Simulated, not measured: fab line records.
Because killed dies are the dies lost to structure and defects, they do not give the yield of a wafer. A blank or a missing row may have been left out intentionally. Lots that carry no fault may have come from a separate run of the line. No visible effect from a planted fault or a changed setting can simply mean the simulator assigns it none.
Which tool is to blame?	flow sky130	13 lots, 39 wafers sampled, at 4 steps of a route of 708

== WHAT EACH GAUGE READ, for each wafer ==
SKY_LI_CONTACT_CD_MEAS_12 targets a cd of 170 nm.
lot	measured	on	cdNm (nm)
L596	day 29 14:41	cdSem-02	168.7 167.9 169.7
L598	day 30 01:49	cdSem-02	170.3 169.8 169.9
L599	day 30 12:56	cdSem-01	169.3 169.5 169.6
L600	day 30 17:09	cdSem-01	171.9 171.0 169.9
L601	day 31 02:10	cdSem-01	172.8 172.3 170.7
L603	day 31 21:37	cdSem-02	171.6 174.0 173.4
L604	day 32 07:58	cdSem-01	171.9 170.3 171.1
L605	day 32 14:47	cdSem-01	170.4 169.9 169.9
L606	day 33 00:04	cdSem-01	169.8 172.0 171.0
L608	day 33 12:27	cdSem-02	169.1 170.2 171.1
L616	day 36 07:34	cdSem-02	167.8 168.4 168.5
L617	day 36 11:50	cdSem-01	169.9 169.7 169.2
L618	day 36 16:18	cdSem-01	170.2 170.8 171.8

SKY_LOCAL_INTERCONNECT_THK_MEAS_02: measures by xrf.
lot	measured	on	LOCAL_INTERCONNECT_TIN_THK (nm)
L596	day 29 16:11	filmMetro-03	99.4 98.7 98.5
L598	day 30 03:20	filmMetro-03	99.8 99.3 99.6
L599	day 30 14:26	filmMetro-03	101.4 101.3 101.2
L600	day 30 18:38	filmMetro-01	99.6 99.1 98.7
L601	day 31 03:41	filmMetro-04	101.2 100.6 101.7
L603	day 31 23:08	filmMetro-04	99.8 100.8 101.4
L604	day 32 09:46	filmMetro-01	102.1 101.3 102.0
L605	day 32 16:16	filmMetro-01	102.0 102.5 101.8
L606	day 33 01:55	filmMetro-01	101.7 100.9 102.1
L608	day 33 13:56	filmMetro-03	100.8 100.0 100.3
L616	day 36 09:03	filmMetro-04	99.9 102.3 101.0
L617	day 36 13:33	filmMetro-04	100.7 100.8 100.9
L618	day 36 17:53	filmMetro-03	101.6 101.0 101.2

== WHICH TOOL RAN EACH LOT (tool, then ch and the chambers of the sampled wafers, then the start) ==
lot	SKY_LI_CONTACT_SPUTTER_19	SKY_LI_CONTACT_CMP_24
L596	pvdSputter-02, day 29 15:15	cmp-01 ch 0,1,3, day 29 15:45
L598	pvdSputter-01, day 30 02:25	cmp-02 ch 2,3, day 30 02:52
L599	pvdSputter-03, day 30 13:31	cmp-01 ch 2,3, day 30 13:57
L600	pvdSputter-03, day 30 17:43	cmp-01 ch 2,3, day 30 18:12
L601	pvdSputter-02, day 31 02:45	cmp-01 ch 2,3, day 31 03:12
L603	pvdSputter-01, day 31 22:13	cmp-01 ch 1,2,3, day 31 22:40
L604	pvdSputter-01, day 32 08:32	cmp-01 ch 1,2,3, day 32 09:16
L605	pvdSputter-03, day 32 15:19	cmp-01 ch 0,1,3, day 32 15:46
L606	pvdSputter-03, day 33 00:48	cmp-01 ch 0,1,2, day 33 01:25
L608	pvdSputter-01, day 33 13:01	cmp-01 ch 1,3, day 33 13:27
L616	pvdSputter-03, day 36 08:07	cmp-02 ch 0,3, day 36 08:36
L617	pvdSputter-03, day 36 12:38	cmp-02 ch 2,3, day 36 13:04
L618	pvdSputter-03, day 36 16:52	cmp-02 ch 0,2,3, day 36 17:29
- SKY_LI_CONTACT_SPUTTER_19: material Ti, target thk 20 nm, time 106.37 s.
- SKY_LI_CONTACT_CMP_24: polishes, stops on PSG, t overpolish 20 s, target thk 0 nm.

== WHAT THE TOOLS THEMSELVES READ (means of the sampled wafers that have a number; where no wafer has one, the mark that the record gives instead) ==
SKY_LI_CONTACT_SPUTTER_19.
lot	tool	throttleValvePct (%)
L596	pvdSputter-02	30.0
L598	pvdSputter-01	28.7
L599	pvdSputter-03	30.4
L600	pvdSputter-03	30.2
L601	pvdSputter-02	29.9
L603	pvdSputter-01	29.4
L604	pvdSputter-01	28.6
L605	pvdSputter-03	30.8
L606	pvdSputter-03	30.3
L608	pvdSputter-01	29.5
L616	pvdSputter-03	30.1
L617	pvdSputter-03	31.0
L618	pvdSputter-03	30.6

SKY_LI_CONTACT_CMP_24.
lot	tool	motorCurrentA (A)	overpolishRunS (s)	timeToEndpointS (s)
L596	cmp-01	11.1	20.000	99.0
L598	cmp-02	11.7	20.009	95.3
L599	cmp-01	10.2	20.005	94.6
L600	cmp-01	10.4	19.996	98.3
L601	cmp-01	10.4	20.007	95.4
L603	cmp-01	10.6	20.001	98.0
L604	cmp-01	10.4	19.989	98.5
L605	cmp-01	11.4	19.998	95.7
L606	cmp-01	11.2	16.404	95.0
L608	cmp-01	10.5	12.812	98.8
L616	cmp-02	11.5	19.993	99.5
L617	cmp-02	12.3	20.000	100.3
L618	cmp-02	12.4	20.009	98.1

== THE ANSWER, worked out from the rows above alone ==
Rule: the usual values come from the lots themselves. The widest of any qualifying gaps counts: lots, ordered by their means at a reading, are off when they make up no more than a third of the lots, leave a main group of 4 or more, and stand apart from it by 3 or more times the standard deviation of that group's means. A main group is skipped when, at the precision printed for the reading in the tables above, its means are all equal. Also off: a lot with no number at a reading for which 4 or more lots have one. Any other lot the step has rows for is counted as sound. Order of review: gauges by route order, followed by the tools' own readings, for which a lot's mean as printed above is used. At the first step where some lot is off, the reading lying furthest off is the one used; lots without a number count as furthest.
Off at SKY_LI_CONTACT_CMP_24 (overpolishRunS): L606, L608. Main group: mean 20.001 s, sd 0.0062.
If a tool, at that step or one of the process steps before it, ran each lot that is off and ran no sound lot following the first of them, it fits. One candidate fits, namely cmp-01 at SKY_LI_CONTACT_CMP_24. Its last sound lot is L605 (day 32 15:46), its first lot that is off L606 (day 33 01:25): a fault that began between those two fits.
The tool's own readings at SKY_LI_CONTACT_CMP_24 bear it out: on the lots that are off they differ by more than 5 times the standard deviation of the sound lots' means. overpolishRunS reads 14.608 s there against 20.001 s on the sound lots.

== WHAT HAD BEEN PUT IN BY THE SIMULATOR ==
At SKY_LI_CONTACT_CMP_24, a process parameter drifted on cmp-01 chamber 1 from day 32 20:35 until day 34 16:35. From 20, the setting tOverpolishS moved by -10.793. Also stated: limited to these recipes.
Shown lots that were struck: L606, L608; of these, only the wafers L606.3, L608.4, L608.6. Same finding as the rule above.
